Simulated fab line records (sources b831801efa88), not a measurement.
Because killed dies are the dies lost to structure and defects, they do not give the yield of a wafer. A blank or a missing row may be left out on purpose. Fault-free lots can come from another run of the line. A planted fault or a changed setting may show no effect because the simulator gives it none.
Which tool is to blame? | flow sky130 | 33 wafers from 11 lots sampled at 6 of the route's 708 steps

## WHAT EACH GAUGE READ, for each wafer
SKY_CAPM_RS_MEAS_03: measurement is done with a four-point probe.
lot  | measured     | on           | CAPM_TIN_RS (ohm/sq)
L326 | day 36 12:31 | filmMetro-03 | 6.88 6.93 6.96
L327 | day 36 22:02 | filmMetro-02 | 7.04 6.95 6.90
L328 | day 37 05:31 | filmMetro-01 | 7.05 6.97 7.07
L331 | day 38 12:01 | filmMetro-03 | 6.95 6.85 6.97
L333 | day 38 15:02 | filmMetro-03 | 6.82 6.91 6.84
L334 | day 39 20:43 | filmMetro-03 | 6.86 6.90 6.82
L339 | day 41 04:54 | filmMetro-03 | 6.89 6.85 6.88
L344 | day 42 01:22 | filmMetro-03 | 6.72 6.72 6.64
L345 | day 42 09:19 | filmMetro-01 | 6.98 6.80 6.92
L346 | day 42 14:27 | filmMetro-03 | 6.87 6.73 6.85
L349 | day 43 07:12 | filmMetro-03 | 6.90 6.90 6.87

SKY_CAPM_THK_MEAS_04: measures by xrf.
lot  | measured     | on           | CAPM_TIN_THK (nm)
L326 | day 36 12:38 | filmMetro-03 | 197.8 197.1 196.1
L327 | day 36 22:10 | filmMetro-02 | 193.9 196.4 198.1
L328 | day 37 05:38 | filmMetro-01 | 192.2 195.9 192.1
L331 | day 38 12:08 | filmMetro-03 | 195.8 198.9 195.2
L333 | day 38 15:08 | filmMetro-03 | 199.8 197.1 200.1
L334 | day 39 20:50 | filmMetro-03 | 199.6 197.8 200.2
L339 | day 41 05:01 | filmMetro-03 | 196.9 199.2 198.1
L344 | day 42 01:29 | filmMetro-03 | 202.9 203.1 204.4
L345 | day 42 09:25 | filmMetro-01 | 196.8 201.4 198.5
L346 | day 42 14:33 | filmMetro-03 | 199.1 203.3 199.4
L349 | day 43 07:19 | filmMetro-03 | 197.9 198.0 199.0

## WHICH TOOL RAN EACH LOT (tool, then ch and the chambers of the sampled wafers, then the start)
lot  | SKY_VIA2_ETCH_14                  | SKY_METAL3_SPUTTER_01       | SKY_METAL3_SPUTTER_04       | SKY_CAPM_SPUTTER_02
L326 | rieDiel-03 ch 0,2,3, day 36 10:41 | pvdSputter-03, day 36 12:11 | pvdSputter-03, day 36 12:16 | pvdSputter-04, day 36 12:24
L327 | rieDiel-02 ch 1,2, day 36 19:56   | pvdSputter-03, day 36 21:43 | pvdSputter-03, day 36 21:48 | pvdSputter-04, day 36 21:56
L328 | rieDiel-03 ch 1,2,3, day 37 03:41 | pvdSputter-03, day 37 05:12 | pvdSputter-03, day 37 05:17 | pvdSputter-04, day 37 05:25
L331 | rieDiel-02 ch 0,2, day 38 10:17   | pvdSputter-03, day 38 11:41 | pvdSputter-03, day 38 11:46 | pvdSputter-04, day 38 11:54
L333 | rieDiel-01 ch 0,1,2, day 38 13:17 | pvdSputter-01, day 38 14:41 | pvdSputter-01, day 38 14:46 | pvdSputter-04, day 38 14:54
L334 | rieDiel-03 ch 0,3, day 39 18:59   | pvdSputter-01, day 39 20:23 | pvdSputter-01, day 39 20:28 | pvdSputter-04, day 39 20:36
L339 | rieDiel-01 ch 1,3, day 41 03:11   | pvdSputter-01, day 41 04:34 | pvdSputter-01, day 41 04:40 | pvdSputter-03, day 41 04:47
L344 | rieDiel-03 ch 0,1, day 41 23:35   | pvdSputter-03, day 42 01:03 | pvdSputter-03, day 42 01:08 | pvdSputter-04, day 42 01:16
L345 | rieDiel-02 ch 1,2,3, day 42 07:08 | pvdSputter-02, day 42 08:56 | pvdSputter-02, day 42 09:01 | pvdSputter-01, day 42 09:09
L346 | rieDiel-01 ch 0,1,2, day 42 12:14 | pvdSputter-02, day 42 14:05 | pvdSputter-02, day 42 14:10 | pvdSputter-01, day 42 14:18
L349 | rieDiel-03 ch 0,1, day 43 05:29   | pvdSputter-01, day 43 06:53 | pvdSputter-01, day 43 06:58 | pvdSputter-03, day 43 07:05
- SKY_VIA2_ETCH_14: etches BARC in N2/H2, stops on SiO2, time 45.9 s, target depth 60 nm.
- SKY_METAL3_SPUTTER_01: material TiN, target thk 20 nm, time 16.7 s.
- SKY_METAL3_SPUTTER_04: material TiN, target thk 70 nm, time 58.3 s.
- SKY_CAPM_SPUTTER_02: material TiN, target thk 200 nm, time 166.7 s.

## AS READ BY THE TOOLS THEMSELVES (means over the sampled wafers that have a number; for cases with no such wafer, the mark the record gives instead)
SKY_VIA2_ETCH_14.
lot  | tool       | drypumpMotorCurrentA (A) | oesProductAu (a.u.) | throttleValvePct (%)
L326 | rieDiel-03 | 5.9                      | 0.851               | 13.225
L327 | rieDiel-02 | 5.4                      | 0.846               | 13.220
L328 | rieDiel-03 | 6.0                      | 0.860               | 13.235
L331 | rieDiel-02 | 5.4                      | 0.852               | 13.220
L333 | rieDiel-01 | 5.4                      | 0.856               | 13.220
L334 | rieDiel-03 | 6.3                      | 0.851               | 13.231
L339 | rieDiel-01 | 5.7                      | 0.849               | 13.220
L344 | rieDiel-03 | 5.9                      | 0.857               | 13.223
L345 | rieDiel-02 | 5.3                      | 0.855               | 13.231
L346 | rieDiel-01 | 5.4                      | 0.857               | 13.220
L349 | rieDiel-03 | 6.0                      | 0.853               | 13.230

SKY_METAL3_SPUTTER_01.
lot  | tool          | throttleValvePct (%)
L326 | pvdSputter-03 | 30.2
L327 | pvdSputter-03 | 30.5
L328 | pvdSputter-03 | 30.0
L331 | pvdSputter-03 | 29.8
L333 | pvdSputter-01 | 29.9
L334 | pvdSputter-01 | 29.9
L339 | pvdSputter-01 | 29.5
L344 | pvdSputter-03 | 30.4
L345 | pvdSputter-02 | 30.3
L346 | pvdSputter-02 | 29.8
L349 | pvdSputter-01 | 29.8

SKY_METAL3_SPUTTER_04.
lot  | tool          | throttleValvePct (%)
L326 | pvdSputter-03 | 30.2
L327 | pvdSputter-03 | 30.5
L328 | pvdSputter-03 | 30.0
L331 | pvdSputter-03 | 30.1
L333 | pvdSputter-01 | 30.0
L334 | pvdSputter-01 | 30.2
L339 | pvdSputter-01 | 29.4
L344 | pvdSputter-03 | 30.5
L345 | pvdSputter-02 | 30.4
L346 | pvdSputter-02 | 29.9
L349 | pvdSputter-01 | 29.7

SKY_CAPM_SPUTTER_02.
lot  | tool          | throttleValvePct (%)
L326 | pvdSputter-04 | 29.4
L327 | pvdSputter-04 | 29.3
L328 | pvdSputter-04 | 29.2
L331 | pvdSputter-04 | 29.1
L333 | pvdSputter-04 | 29.3
L334 | pvdSputter-04 | 29.5
L339 | pvdSputter-03 | 30.3
L344 | pvdSputter-04 | 29.3
L345 | pvdSputter-01 | 29.2
L346 | pvdSputter-01 | 30.0
L349 | pvdSputter-03 | 29.7

## THE ANSWER, worked out from the rows above alone
Rule: usual is defined by the lots themselves. Put in order of their means at a reading, lots are off if they are a third of the lots or fewer, leave a main group of 4 or more, and stand apart from it by a gap of 3 or more times the standard deviation of the main group's means; of several such gaps the widest counts. If all means in a main group match to the digits the tables above print for the reading, that group is not used. A lot without any number at a reading at which 4 lots or more have one is off too. All remaining lots with rows at the step are treated as sound. After the gauges, taken in route order, come the tools' own readings; for these a lot's mean is taken, as printed above. The first step at which some lot is off is used, and at that step the reading that is off furthest; a lot without a number counts as furthest.
None of the lots is off at any reading shown; this tells nothing.

## WHAT THE SIMULATOR HAD PUT IN
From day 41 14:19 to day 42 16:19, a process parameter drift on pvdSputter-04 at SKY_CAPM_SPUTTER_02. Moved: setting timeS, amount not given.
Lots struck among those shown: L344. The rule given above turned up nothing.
